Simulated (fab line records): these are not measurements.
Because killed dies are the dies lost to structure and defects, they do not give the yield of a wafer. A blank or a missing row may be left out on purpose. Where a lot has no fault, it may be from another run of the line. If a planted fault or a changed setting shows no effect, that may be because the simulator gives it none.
fab line records + flow sfqLine
[record]
- lots = 5
- wafers = 15
- lastDay = 92
route steps=325 shown M7@285 I7@296
lots untouched by any fault: they come from a run of this same line in which no faults occurred
startH: hours from the record's opening day to when the first of the lot's shown wafers began + waitH: how many hours have passed since the lot's step before this one + " as in the row above + L1.1+2: a single row standing in for several wafers + - value missing, or start not given + * or withheld: withheld + < > ~ a bound
route shown NAME@n: names a module that has steps shown in the file, with the first one's number in the route + usual: the fault-free wafers' mean and standard deviation + same: alike in all rows + chamber/n: place in a boat + sites: the reading at each site + _std_site: standard deviation of those values + _edge_site: mean of outer sites minus mean of inner sites + radiusMm: how far each site lies from the wafer's centre + mask NAME#n: copy n + behind: tool/chamber where the wafer was last shaped + hold: the reason the lot was held/the length of the hold in hours/how it ended + device: the transistor (n, p or np) that didn't switch + end of line: at the end of the route, the tests of the same wafers + for a step that has no rows: nothing shown but its recipe + killed: count of dies lost to structure and defects at first sort (not the wafer's yield) + map: shows each die of a wafer: x if killed, . if not, _ if none is there
set.NAME: setting as actually run; set.NAME@STEP: the setting as run at that earlier step + model.NAME: the simulator's own value behind a step, which no gauge read
lots seen at some steps along the route; tables by step, rows by wafer
services: the hour from which a tool's chamber was out of use, counted from the record's first day as startH (under 0 if before that day), plus the number of hours and why
[[steps]]
[step SFQ_TRILAYER_M7_LITHO_COAT_182]
[recipe]
- resist = BARC
- spinRpm = 3000
- resistThkNm = 62
[step SFQ_TRILAYER_M7_LITHO_COAT_177]
[recipe]
- resist = KrF
- spinRpm = 3000
- resistThkNm = 600
[step SFQ_TRILAYER_M7_LITHO_SOFTBAKE_181]
[recipe]
- tempC = withheld
- timeS = withheld
- resist = KrF
[step SFQ_TRILAYER_M7_LITHO_EXPOSE_178]
[recipe]
- maskId = M7
- na = 0.6
- sourceShape = conventional
- sigmaOuter = 0.65
- targetCdNm = 500
- doseMj = 14.4
[step SFQ_TRILAYER_M7_LITHO_PEB_180]
[recipe]
- pebTempC = 115
- pebTimeS = 60
- resist = KrF
[step SFQ_TRILAYER_M7_LITHO_DEVELOP_179]
[recipe]
- timeS = 60
- resist = KrF
[step SFQ_M7_OVL_MEAS_945]
[usual]
- M7_OVL = -4/5.8
| lot.wafer | tool       | chamber | startH  | waitH | M7_OVL[nm] |
|-----------|------------|---------|---------|-------|------------|
| L125.1    | overlay-01 | -       | 1990.07 | 0.1   | -5         |
| L125.3    | "          | -       | "       | "     | -7         |
| L125.5    | "          | -       | "       | "     | -4         |
| L126.3    | overlay-01 | -       | 1991.29 | 0.1   | -11        |
| L126.4    | "          | -       | "       | "     | -4         |
| L126.6    | "          | -       | "       | "     | -3         |
| L131.1    | overlay-02 | -       | 2013.87 | 0.1   | -10        |
| L131.3    | "          | -       | "       | "     | -10        |
| L131.4    | "          | -       | "       | "     | 1          |
| L139.3    | overlay-01 | -       | 2180.75 | 0.1   | -1         |
| L139.4    | "          | -       | "       | "     | 2          |
| L139.5    | "          | -       | "       | "     | -2         |
| L140.2    | overlay-01 | -       | 2183.14 | 0.1   | -13        |
| L140.4    | "          | -       | "       | "     | -9         |
| L140.6    | "          | -       | "       | "     | -2         |
[step SFQ_TRILAYER_M7_BARC_OPEN_METAL_ETCH_229]
[recipe]
- maskMaterial = PR
- chemistry = O2
- targetDepthNm = 125
- target = BARC
- icpW = 600
- biasW = 80
- pressureMtorr = 10
- timeS = 41.7
[usual]
- drypumpMotorCurrentA = 5.49/0.28
- oesProductAu = 0.685/0.0046
| lot.wafer | tool        | chamber | startH  | waitH | drypumpMotorCurrentA | oesProductAu | rfHoursCounterH |
|-----------|-------------|---------|---------|-------|----------------------|--------------|-----------------|
| L125.1    | rieMetal-04 | 0       | 1990.11 | 0.0   | 5.17                 | 0.679        | 91              |
| L125.3    | "           | 1       | "       | "     | 5.33                 | 0.686        | -               |
| L125.5    | "           | 1       | "       | "     | 5.34                 | 0.679        | -               |
| L126.3    | rieMetal-02 | 1       | 1991.33 | 0.0   | 5.75                 | 0.683        | -               |
| L126.4    | "           | 0       | "       | "     | 5.98                 | 0.682        | -               |
| L126.6    | "           | 1       | "       | "     | 5.79                 | 0.689        | -               |
| L131.1    | rieMetal-04 | 1       | 2013.91 | 0.0   | 5.35                 | 0.687        | 78              |
| L131.3    | "           | 1       | "       | "     | 5.34                 | 0.685        | -               |
| L131.4    | "           | 0       | "       | "     | 5.18                 | 0.685        | -               |
| L139.3    | rieMetal-03 | 1       | 2180.79 | 0.0   | 5.31                 | 0.689        | -               |
| L139.4    | "           | 0       | "       | "     | 5.60                 | 0.688        | -               |
| L139.5    | "           | 0       | "       | "     | 5.57                 | 0.675        | -               |
| L140.2    | rieMetal-02 | 1       | 2183.17 | 0.0   | 5.78                 | 0.683        | 52              |
| L140.4    | "           | 1       | "       | "     | 5.77                 | 0.682        | -               |
| L140.6    | "           | 1       | "       | "     | 5.76                 | 0.686        | -               |
[step SFQ_TRILAYER_M7_ETCH_METAL_ETCH_180]
[recipe]
- target = Nb
- stopOn = SiO2
- maskMaterial = PR
- chemistry = Cl2/Ar
- targetDepthNm = 240
- icpW = 600
- biasW = 80
- pressureMtorr = 10
- timeS = 120
[usual]
- drypumpMotorCurrentA = 5.48/0.28
- oesProductAu = 0.894/0.0062
| lot.wafer | tool        | chamber | startH  | waitH | drypumpMotorCurrentA | oesProductAu | rfHoursCounterH |
|-----------|-------------|---------|---------|-------|----------------------|--------------|-----------------|
| L125.1    | rieMetal-04 | 0       | 1990.17 | 0.0   | 5.15                 | 0.889        | 91              |
| L125.3    | "           | 1       | "       | "     | 5.31                 | 0.893        | -               |
| L125.5    | "           | 1       | "       | "     | 5.33                 | 0.889        | -               |
| L126.3    | rieMetal-02 | 1       | 1991.41 | 0.1   | 5.79                 | 0.882        | -               |
| L126.4    | "           | 0       | "       | "     | 5.95                 | 0.892        | -               |
| L126.6    | "           | 1       | "       | "     | 5.77                 | 0.891        | -               |
| L131.1    | rieMetal-04 | 1       | 2013.97 | 0.0   | 5.32                 | 0.898        | 78              |
| L131.3    | "           | 1       | "       | "     | 5.33                 | 0.902        | -               |
| L131.4    | "           | 0       | "       | "     | 5.16                 | 0.902        | -               |
| L139.3    | rieMetal-03 | 1       | 2180.87 | 0.1   | 5.34                 | 0.900        | -               |
| L139.4    | "           | 0       | "       | "     | 5.62                 | 0.894        | -               |
| L139.5    | "           | 0       | "       | "     | 5.63                 | 0.906        | -               |
| L140.2    | rieMetal-02 | 1       | 2183.23 | 0.0   | 5.77                 | 0.901        | 52              |
| L140.4    | "           | 1       | "       | "     | 5.78                 | 0.885        | -               |
| L140.6    | "           | 1       | "       | "     | 5.78                 | 0.902        | -               |
[step SFQ_TRILAYER_M7_STRIP_STRIP_181]
[recipe]
- gas = O2
- powerW = 200
- platenTempC = 40
- overashFraction = 0.65
- chemistry = O2
- pressureMtorr = 50
[usual]
- drypumpMotorCurrentA = 5.49/0.27
- oesProductAu = 0.997/0.0075
| lot.wafer | tool        | chamber | startH  | waitH | drypumpMotorCurrentA | oesProductAu | rfHoursCounterH |
|-----------|-------------|---------|---------|-------|----------------------|--------------|-----------------|
| L125.1    | rieMetal-04 | 0       | 1990.30 | 0.1   | 5.17                 | 1.002        | 91              |
| L125.3    | "           | 1       | "       | "     | 5.35                 | 0.999        | -               |
| L125.5    | "           | 1       | "       | "     | 5.36                 | 0.995        | -               |
| L126.3    | rieMetal-02 | 1       | 1991.70 | 0.2   | 5.75                 | 0.999        | -               |
| L126.4    | "           | 0       | "       | "     | 5.95                 | 0.988        | -               |
| L126.6    | "           | 1       | "       | "     | 5.75                 | 0.996        | -               |
| L131.1    | rieMetal-04 | 1       | 2014.10 | 0.1   | 5.33                 | 0.997        | 78              |
| L131.3    | "           | 1       | "       | "     | 5.34                 | 1.004        | -               |
| L131.4    | "           | 0       | "       | "     | 5.18                 | 1.010        | -               |
| L139.3    | rieMetal-03 | 1       | 2181.16 | 0.2   | 5.33                 | 0.996        | -               |
| L139.4    | "           | 0       | "       | "     | 5.56                 | 1.010        | -               |
| L139.5    | "           | 0       | "       | "     | 5.55                 | 0.997        | -               |
| L140.2    | rieMetal-02 | 1       | 2183.36 | 0.1   | 5.76                 | 1.000        | 52              |
| L140.4    | "           | 1       | "       | "     | 5.75                 | 1.001        | -               |
| L140.6    | "           | 1       | "       | "     | 5.75                 | 1.005        | -               |
[step SFQ_TRILAYER_M7_STRIP_SOLV_CLEAN_182]
[recipe]
- chemistry = NMP
- tempC = 70
- timeS = 600
[step SFQ_TRILAYER_I7_DEP_PECVD_183]
[recipe]
- material = SiO2
- tempC = 150
- timeS = 111.11
- pressureTorr = 2.4
- rfW = 183.3
- precursor = SiH4/N2O
- targetThkNm = 500
[usual]
- heaterPowerW = 88/21
- throttleValvePct = 25.1/1.7
| lot.wafer | tool     | chamber | startH  | waitH | heaterPowerW | throttleValvePct |
|-----------|----------|---------|---------|-------|--------------|------------------|
| L125.1    | pecvd-03 | 0       | 1991.07 | 0.0   | 63           | 24.4             |
| L125.3    | "        | 2       | "       | "     | 110          | 27.1             |
| L125.5    | "        | 1       | "       | "     | 81           | 24.4             |
| L126.3    | pecvd-04 | 2       | 1992.27 | 0.0   | 106          | 23.2             |
| L126.4    | "        | 2       | "       | "     | 110          | 23.1             |
| L126.6    | "        | 0       | "       | "     | 84           | 23.5             |
| L131.1    | pecvd-04 | 2       | 2014.87 | 0.0   | 95           | 23.4             |
| L131.3    | "        | 1       | "       | "     | 104          | 22.7             |
| L131.4    | "        | 0       | "       | "     | 73           | 23.8             |
| L139.3    | pecvd-04 | 2       | 2181.73 | 0.0   | 100          | 23.5             |
| L139.4    | "        | 2       | "       | "     | 107          | 23.9             |
| L139.5    | "        | 1       | "       | "     | 88           | 22.8             |
| L140.2    | pecvd-03 | 0       | 2184.13 | 0.0   | 67           | 24.7             |
| L140.4    | "        | 0       | "       | "     | 68           | 24.8             |
| L140.6    | "        | 1       | "       | "     | 93           | 24.2             |
[step SFQ_TRILAYER_I7_CMP_CMP_184]
[recipe]
- material = SiO2
- downForcePsi = 3
- platenRpm = 60
- padVelocityMS = 0.94248
[usual]
- headPressurePsi = 3.000/0.0068
- motorCurrentA = 10.6/0.83
- timeToEndpointS = 211/6.9
| lot.wafer | tool   | chamber | startH  | waitH | headPressurePsi | motorCurrentA | timeToEndpointS |
|-----------|--------|---------|---------|-------|-----------------|---------------|-----------------|
| L125.3    | cmp-02 | 3       | 1991.65 | 0.5   | 3.013           | 10.9          | 209             |
| L125.1    | "      | 1       | 1992.65 | 1.5   | 3.006           | 11.4          | 210             |
| L125.5    | "      | 2       | "       | "     | 2.995           | 10.6          | 205             |
| L126.4    | cmp-01 | 2       | 1992.35 | 0.0   | 3.004           | 10.8          | 214             |
| L126.3    | "      | 3       | "       | "     | 2.992           | 10.1          | 205             |
| L126.6    | "      | 2       | 1994.35 | 2.0   | 2.987           | 10.6          | 210             |
| L131.1    | cmp-01 | 2       | 2015.45 | 0.5   | 3.000           | 11.2          | 207             |
| L131.3    | "      | 3       | "       | "     | 2.999           | 10.4          | 211             |
| L131.4    | "      | 0       | "       | "     | 3.842           | 14.0          | 171             |
| L139.3    | cmp-01 | 3       | 2184.81 | 3.0   | 2.998           | 10.0          | 219             |
| L139.4    | "      | 2       | 2186.31 | 4.5   | 3.000           | 10.8          | 224             |
| L139.5    | "      | 0       | 2187.31 | 5.5   | 3.001           | 11.4          | 223             |
| L140.2    | cmp-02 | 2       | 2189.14 | 5.0   | 2.991           | 10.8          | 216             |
| L140.4    | "      | 0       | 2190.14 | 5.9   | 2.983           | 11.1          | 227             |
| L140.6    | "      | 2       | 2191.14 | 6.9   | 3.000           | 10.3          | 219             |
[step SFQ_I7_BOW_MEAS_946]
[recipe]
- mode = bow
[usual]
- I7_BOW = 8/12
| lot.wafer | tool         | chamber | startH  | waitH | I7_BOW[um] |
|-----------|--------------|---------|---------|-------|------------|
| L125.1    | filmMetro-01 | -       | 1994.15 | 1.0   | 7          |
| L125.3    | "            | -       | "       | "     | 11         |
| L125.5    | "            | -       | "       | "     | -7         |
| L126.3    | filmMetro-02 | -       | 1995.39 | 2.0   | 18         |
| L126.4    | "            | -       | "       | "     | 3          |
| L126.6    | "            | -       | "       | "     | 3          |
| L131.1    | filmMetro-02 | -       | 2017.95 | 2.0   | 9          |
| L131.3    | "            | -       | "       | "     | 4          |
| L131.4    | "            | -       | "       | "     | 18         |
| L139.3    | filmMetro-01 | -       | 2187.85 | 2.5   | 14         |
| L139.4    | "            | -       | "       | "     | 10         |
| L139.5    | "            | -       | "       | "     | 13         |
| L140.2    | filmMetro-03 | -       | 2192.16 | 2.5   | 12         |
| L140.4    | "            | -       | "       | "     | 14         |
| L140.6    | "            | -       | "       | "     | 8          |
[[services]]
| tool        | chamber | startH  | hours | kind                          |
|-------------|---------|---------|-------|-------------------------------|
| rieMetal-03 | 0       | 1980.11 | 5.3   | repair                        |
| pecvd-04    | -       | 2001.33 | 4.3   | pm                            |
| rieMetal-02 | 0       | 2006.28 | 15.7  | repair                        |
| cmp-02      | -       | 2061.81 | 11.5  | pm                            |
| cmp-02      | -       | 2073.29 | 4.9   | pm                            |
| pecvd-04    | -       | 2080.05 | 5.5   | pm                            |
| pecvd-03    | -       | 2083.85 | 3.1   | repair                        |
| pecvd-03    | -       | 2093.08 | 1.2   | repair                        |
| cmp-02      | -       | 2111.98 | 4.0   | pm                            |
| rieMetal-02 | -       | 2114.80 | 0.9   | repair                        |
| cmp-02      | -       | 2115.98 | -     | consumableReplace:conditioner |
| cmp-02      | -       | 2115.98 | -     | consumableReplace:pad         |
| cmp-02      | -       | 2129.68 | 0.6   | repair                        |
| cmp-01      | -       | 2144.10 | 2.4   | repair                        |
| cmp-02      | -       | 2144.10 | 2.5   | repair                        |
| cmp-02      | -       | 2162.19 | 0.6   | repair                        |
| rieMetal-04 | 1       | 2164.99 | 12.1  | repair                        |
| pecvd-03    | -       | 2175.21 | 0.5   | repair                        |
| cmp-01      | -       | 2176.77 | 1.0   | repair                        |
[[key]]
[firstSign]
- step = SFQ_TRILAYER_I7_CMP_CMP_184
- reading = headPressurePsi
- direction = up
- sigmas = 99+
- usual = 3.000
- struck = 3.842
[effect]
- step = SFQ_TRILAYER_I7_CMP_CMP_184
- reading = timeToEndpointS
- direction = down
- sigmas = 5.8
- usual = *
- struck = *
metAt SFQ_TRILAYER_I7_CMP_CMP_184
struckWafers L131.4
[fault]
- kind = processParameterDrift
- tool = cmp-01
- chamber = 0
- onsetH = 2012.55
- steps = SFQ_TRILAYER_I7_CMP_CMP_184
- channel = downForcePsi
- offset = 0.85316
- shape = step
- endH = 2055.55
- actsIn = theseRecipesOnly
- stated = 3
